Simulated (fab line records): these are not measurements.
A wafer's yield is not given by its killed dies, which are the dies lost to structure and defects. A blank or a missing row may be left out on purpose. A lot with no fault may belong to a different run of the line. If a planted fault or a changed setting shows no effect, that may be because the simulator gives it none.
Which tool is to blame? ; flow sky130 ; 12 lots with 36 wafers sampled at 6 steps, on a route of 708 steps

== WHAT THE GAUGES READ, wafer by wafer ==
SKY_FIELD_ISO_THK_MEAS_04.
lot;measured;on;FIELD_ISO_CVD_03_THK (nm)
L531;day 2 11:46;film metro-01;165.5 166.4 166.7
L532;day 2 16:02;film metro-03;164.8 164.9 164.3
L533;day 2 20:05;film metro-02;167.5 168.0 169.3
L535;day 3 10:56;film metro-03;164.1 163.6 164.7
L536;day 3 19:51;film metro-03;163.2 163.4 164.4
L537;day 3 22:50;film metro-01;163.6 161.0 163.3
L539;day 4 05:30;film metro-03;165.8 165.8 165.8
L545;day 5 10:08;film metro-01;167.1 165.2 164.4
L546;day 5 16:09;film metro-02;165.4 166.0 166.1
L547;day 5 20:00;film metro-01;165.4 164.6 164.2
L548;day 6 00:44;film metro-01;166.4 166.0 166.7
L549;day 6 06:03;film metro-03;165.0 164.8 163.8

SKY_NWELL_OVL_MEAS_10.
lot;measured;on;NWELL_00_OVL (nm)
L531;day 6 02:14;overlay-01;-2.1 0.4 0.0
L532;day 6 03:22;overlay-02;-1.7 -1.8 -0.8
L533;day 6 13:16;overlay-02;0.4 0.2 -1.8
L535;day 7 01:53;overlay-02;-0.6 -0.3 -0.9
L536;day 7 06:31;overlay-01;- - -
L537;day 7 06:52;overlay-02;- - -
L539;day 7 11:25;overlay-01;-1.4 -1.1 -2.6
L545;day 8 23:08;overlay-01;-1.7 -0.9 -0.2
L546;day 9 06:45;overlay-02;1.0 -1.2 0.7
L547;day 9 11:25;overlay-01;-1.0 0.4 1.0
L548;day 9 18:39;overlay-01;-0.2 0.0 0.6
L549;day 9 22:57;overlay-01;0.1 0.2 -0.7

SKY_NWELL_TW_MEAS_26.
lot;measured;on;NWELL_2_TW
L531;day 6 21:19;film metro-01;495 494 490
L532;day 6 23:01;film metro-01;492 493 491
L533;day 7 09:50;film metro-04;506 503 506
L535;day 7 22:28;film metro-01;491 493 492
L536;day 8 03:32;film metro-04;1849 1851 1852
L537;day 8 03:43;film metro-02;1803 1810 1820
L539;day 8 08:25;film metro-02;488 487 486
L545;day 9 21:02;film metro-01;493 492 489
L546;day 10 05:52;film metro-02;496 495 489
L547;day 10 10:26;film metro-04;503 506 505
L548;day 10 18:08;film metro-04;505 505 503
L549;day 10 22:14;film metro-01;490 491 490

SKY_NWELL_RS_MEAS_31: a four-point-probe measurement.
lot;measured;on;PWDE_RS (ohm/sq)
L531;day 6 21:46;film metro-02;5261 5259 5271
L532;day 6 23:29;film metro-01;5281 5300 5285
L533;day 7 10:19;film metro-02;5268 5275 5272
L535;day 7 22:57;film metro-02;5270 5278 5291
L536;day 8 03:59;film metro-01;5288 5289 5299
L537;day 8 04:16;film metro-04;5299 5302 5313
L539;day 8 08:59;film metro-01;5283 5283 5285
L545;day 9 21:29;film metro-02;5301 5302 5292
L546;day 10 06:25;film metro-02;5277 5281 5264
L547;day 10 10:59;film metro-01;5311 5311 5300
L548;day 10 18:35;film metro-01;5304 5307 5309
L549;day 10 22:44;film metro-04;5263 5278 5268

== EACH LOT AND THE TOOL THAT RAN IT (in order: tool; ch and the chambers of the sampled wafers; start) ==
lot;SKY_FIELD_ISO_STRIP_16;SKY_NWELL_COAT_05
L531;plasma asher-02 ch 0,1, day 3 03:46;litho track-02 ch 0, day 5 17:30
L532;plasma asher-03 ch 0,1, day 3 07:07;litho track-01 ch 0, day 5 18:07
L533;plasma asher-03 ch 0,1, day 3 11:45;litho track-02 ch 0, day 6 04:19
L535;plasma asher-01 ch 0,1, day 4 02:53;litho track-01 ch 0, day 6 16:14
L536;plasma asher-01 ch 0,1, day 4 11:39;litho track-02, day 6 20:42
L537;plasma asher-02 ch 0,1, day 4 13:45;litho track-03, day 6 21:20
L539;plasma asher-01 ch 0,1, day 4 21:30;litho track-03 ch 0, day 7 01:35
L545;plasma asher-03 ch 0,1, day 6 03:52;litho track-02 ch 0, day 8 12:42
L546;plasma asher-01 ch 0,1, day 6 10:25;litho track-01 ch 0, day 8 19:52
L547;plasma asher-02 ch 0,1, day 6 13:39;litho track-02 ch 0, day 9 00:54
L548;plasma asher-03 ch 0, day 6 19:58;litho track-01 ch 0, day 9 07:22
L549;plasma asher-02 ch 0,1, day 7 01:27;litho track-01 ch 0, day 9 11:43
- SKY_FIELD_ISO_STRIP_16: strips in O2/N2.
- SKY_NWELL_COAT_05: resist thk 3000 nm.

== AS READ BY THE TOOLS THEMSELVES (means over the sampled wafers that have a number; for cases with no such wafer, the mark the record gives instead) ==
SKY_FIELD_ISO_STRIP_16.
lot;tool;drypump motor current A (A);oes product au (a.u.);strip time to endpoint s (s)
L531;plasma asher-02;5.77;0.382;3.562
L532;plasma asher-03;5.73;0.377;3.602
L533;plasma asher-03;5.88;0.378;3.563
L535;plasma asher-01;5.79;0.376;3.556
L536;plasma asher-01;5.80;0.374;3.527
L537;plasma asher-02;5.77;0.377;3.569
L539;plasma asher-01;5.80;0.378;3.564
L545;plasma asher-03;5.89;0.378;3.552
L546;plasma asher-01;5.81;0.381;3.569
L547;plasma asher-02;5.66;0.376;3.580
L548;plasma asher-03;6.05;0.376;3.574
L549;plasma asher-02;5.78;0.383;3.544

SKY_NWELL_COAT_05.
lot;tool;chill plate temp C (C);dispense pressure kPa (kPa)
L531;litho track-02;22.96;50
L532;litho track-01;23.05;43
L533;litho track-02;22.97;50
L535;litho track-01;22.94;43
L536;litho track-02;-;-
L537;litho track-03;-;-
L539;litho track-03;22.93;51
L545;litho track-02;23.03;50
L546;litho track-01;23.06;43
L547;litho track-02;22.99;50
L548;litho track-01;22.90;43
L549;litho track-01;22.82;43

== THE ANSWER, worked out from the rows above alone ==
Rule: the usual values come from the lots themselves. The widest of any qualifying gaps counts: lots, ordered by their means at a reading, are off when they make up no more than a third of the lots, leave a main group of 4 or more, and stand apart from it by 3 or more times the standard deviation of that group's means. If all means in a main group match to the digits the tables above print for the reading, that group is not used. Also off: a lot with no number at a reading for which 4 or more lots have one. Any other lot the step has rows for is counted as sound. Order of review: gauges by route order, followed by the tools' own readings, for which a lot's mean as printed above is used. The first step at which some lot is off is used, and at that step the reading that is off furthest; a lot without a number counts as furthest.
Off: L536, L537, at SKY_NWELL_OVL_MEAS_10 (NWELL_00_OVL). Without a number there: L536, L537. The main group has a mean of -0.5 nm with a standard deviation of 0.62.
A tool fits if, at a process step before that reading, it ran every lot that is off, and no sound lot after the first of them. The gauges at SKY_NWELL_OVL_MEAS_10 aren't tried: what is off there is off at SKY_NWELL_TW_MEAS_26 too, on other tools, and a gauge's error can't cause that. No candidate that was tried fits.

== WHAT HAD BEEN PUT IN BY THE SIMULATOR ==
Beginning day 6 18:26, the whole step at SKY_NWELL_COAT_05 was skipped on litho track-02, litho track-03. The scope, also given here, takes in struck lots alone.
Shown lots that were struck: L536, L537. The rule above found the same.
